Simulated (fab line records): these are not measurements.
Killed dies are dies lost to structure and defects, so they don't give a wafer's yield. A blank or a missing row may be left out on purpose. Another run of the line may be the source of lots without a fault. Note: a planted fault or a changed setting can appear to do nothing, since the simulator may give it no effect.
Which tool did it?    flow gf180mcu    39 wafers from 13 lots sampled at 4 of the route's 602 steps

## WHAT THE GAUGES SHOWED, per wafer
GF_V1_BOW_MEAS_05. Usual: V1_BOW typically reads 81 um, with standard deviation 8.3.
lot   measured      on             V1_BOW (um)  flag
L605  day 17 07:15  film_metro-01  72 66 75     
L606  day 17 15:10  film_metro-01  88 77 76     
L608  day 18 01:47  film_metro-04  81 80 72     
L607  day 18 02:23  film_metro-01  78 80 82     
L609  day 18 19:43  film_metro-04  85 82 71     
L610  day 18 21:31  film_metro-01  90 74 85     
L611  day 19 05:55  film_metro-02  87 74 84     
L615  day 20 17:17  film_metro-01  88 85 87     
L625  day 24 14:54  film_metro-02  90 93 93     
L627  day 25 01:10  film_metro-01  84 77 77     
L626  day 25 04:19  film_metro-01  84 67 88     
L628  day 25 10:14  film_metro-01  82 82 86     

GF_V1_CD_MEAS_14: the cd target is 260 nm. Usual: cd_nm 260.4 nm, standard deviation 1.2.
lot   measured      on         cd_nm (nm)         flag
L605  day 18 07:01  cd_sem-02  262.6 260.9 261.9  
L606  day 18 14:51  cd_sem-01  257.3 259.4 257.9  
L608  day 19 01:22  cd_sem-01  260.4 260.2 261.0  
L607  day 19 02:03  cd_sem-01  261.1 259.8 259.9  
L609  day 19 20:06  cd_sem-02  260.5 261.5 261.8  
L610  day 19 21:53  cd_sem-01  261.9 262.2 262.2  
L611  day 20 06:25  cd_sem-01  260.0 261.5 260.4  
L615  day 21 17:29  cd_sem-02  261.1 260.0 258.5  
L625  day 25 12:58  cd_sem-02  259.8 260.5 262.1  
L627  day 25 23:25  cd_sem-02  258.4 259.8 258.5  
L626  day 26 02:25  cd_sem-02  262.0 260.8 261.1  
L628  day 26 06:49  cd_sem-02  260.7 260.0 259.4  

## EACH LOT AND THE TOOL THAT RAN IT (in order: tool; ch and the chambers of the sampled wafers; start)
lot   GF_HV_LDD_STRIP_49                    GF_NSD_STRIP_11
L605  plasma_asher-04 ch 0,1, day 12 05:35  plasma_asher-03 ch 0,1, day 13 11:37
L606  plasma_asher-01 ch 0,1, day 12 18:10  plasma_asher-04 ch 0,1, day 13 17:47
L608  plasma_asher-04 ch 0,1, day 13 02:49  plasma_asher-04 ch 0,1, day 14 04:08
L607  plasma_asher-02 ch 0,1, day 13 03:38  plasma_asher-02 ch 0,1, day 14 04:11
L609  plasma_asher-04 ch 1, day 13 20:34    plasma_asher-04 ch 0, day 14 20:16
L610  plasma_asher-04 ch 0,1, day 13 20:53  plasma_asher-03 ch 0,1, day 14 21:16
L611  plasma_asher-02 ch 0,1, day 14 05:38  plasma_asher-03 ch 0,1, day 15 06:07
L615  plasma_asher-04 ch 0,1, day 15 11:10  plasma_asher-03 ch 0,1, day 16 13:40
L618  plasma_asher-02 ch 0,1, day 16 15:05  -
L625  plasma_asher-02 ch 0,1, day 19 10:26  plasma_asher-04 ch 0,1, day 20 15:02
L627  plasma_asher-04 ch 0,1, day 20 00:02  plasma_asher-04 ch 0,1, day 21 02:54
L626  plasma_asher-02 ch 0,1, day 20 02:14  plasma_asher-04 ch 1, day 21 05:17
L628  plasma_asher-04 ch 0,1, day 20 09:17  plasma_asher-04 ch 0,1, day 21 11:53
- GF_HV_LDD_STRIP_49: strips in O2/N2.
- GF_NSD_STRIP_11: strips in O2/N2.

## AS READ BY THE TOOLS THEMSELVES (means over the sampled wafers that have a number; for cases with no such wafer, the mark the record gives instead)
GF_HV_LDD_STRIP_49. Usual: drypump_motor_current_A 5.3 A, standard deviation 0.53; heater_power_w 359 W, standard deviation 71; oes_product_au 0.716 a.u., standard deviation 0.0043; strip_time_to_endpoint_s 12.63 s, standard deviation 0.036.
lot   tool             drypump_motor_current_A (A)  heater_power_w (W)  oes_product_au (a.u.)  strip_time_to_endpoint_s (s)  flag
L605  plasma_asher-04  5.1                          349                 0.717                  12.70                         
L606  plasma_asher-01  5.6                          304                 0.716                  12.63                         
L608  plasma_asher-04  5.1                          350                 0.716                  12.57                         
L607  plasma_asher-02  5.6                          435                 0.717                  12.61                         
L609  plasma_asher-04  4.7                          388                 0.715                  12.62                         
L610  plasma_asher-04  5.1                          343                 0.718                  12.60                         
L611  plasma_asher-02  5.6                          438                 0.717                  12.62                         
L615  plasma_asher-04  5.4                          309                 0.719                  12.66                         
L618  plasma_asher-02  5.3                          385                 0.930                  -                             OFF
L625  plasma_asher-02  5.6                          432                 0.715                  12.63                         
L627  plasma_asher-04  5.1                          343                 0.717                  12.59                         
L626  plasma_asher-02  5.6                          439                 0.715                  12.62                         
L628  plasma_asher-04  5.1                          350                 0.715                  12.61                         

GF_NSD_STRIP_11. Usual: drypump_motor_current_A 5.6 A, standard deviation 0.57; heater_power_w 339 W, standard deviation 48; oes_product_au 0.488 a.u., standard deviation 0.0048; strip_time_to_endpoint_s 22.95 s, standard deviation 0.047.
lot   tool             drypump_motor_current_A (A)  heater_power_w (W)  oes_product_au (a.u.)  strip_time_to_endpoint_s (s)  flag
L605  plasma_asher-03  5.9                          330                 0.488                  22.98                         
L606  plasma_asher-04  5.1                          347                 0.492                  23.04                         
L608  plasma_asher-04  5.1                          346                 0.485                  22.97                         
L607  plasma_asher-02  5.6                          426                 0.482                  22.92                         
L609  plasma_asher-04  5.8                          274                 0.490                  22.97                         
L610  plasma_asher-03  5.9                          330                 0.490                  22.98                         
L611  plasma_asher-03  5.9                          330                 0.482                  22.97                         
L615  plasma_asher-03  6.0                          329                 0.490                  22.88                         
L625  plasma_asher-04  5.4                          308                 0.489                  22.97                         
L627  plasma_asher-04  5.4                          315                 0.483                  23.01                         
L626  plasma_asher-04  4.7                          384                 0.489                  22.98                         
L628  plasma_asher-04  5.4                          308                 0.489                  22.95                         

## THE ANSWER, worked out from the rows above alone
Rule: lot off if the mean of its wafers having a number is beyond 3 standard deviations from the usual mean. A lot without any number at a reading at which 4 lots or more have one is off too. The other lots that the step has rows for count as sound. First the gauges in route order, then the tools' own readings, where a lot's mean is used as printed above. At the first step where some lot is off, the reading lying furthest off is the one used; lots without a number count as furthest.
Off at GF_HV_LDD_STRIP_49 (strip_time_to_endpoint_s): L618. Without a number there: L618.
If a tool, at that step or one of the process steps before it, ran each lot that is off and ran no sound lot following the first of them, it fits. No candidate that was tried fits.

## WHAT THE SIMULATOR PUT IN
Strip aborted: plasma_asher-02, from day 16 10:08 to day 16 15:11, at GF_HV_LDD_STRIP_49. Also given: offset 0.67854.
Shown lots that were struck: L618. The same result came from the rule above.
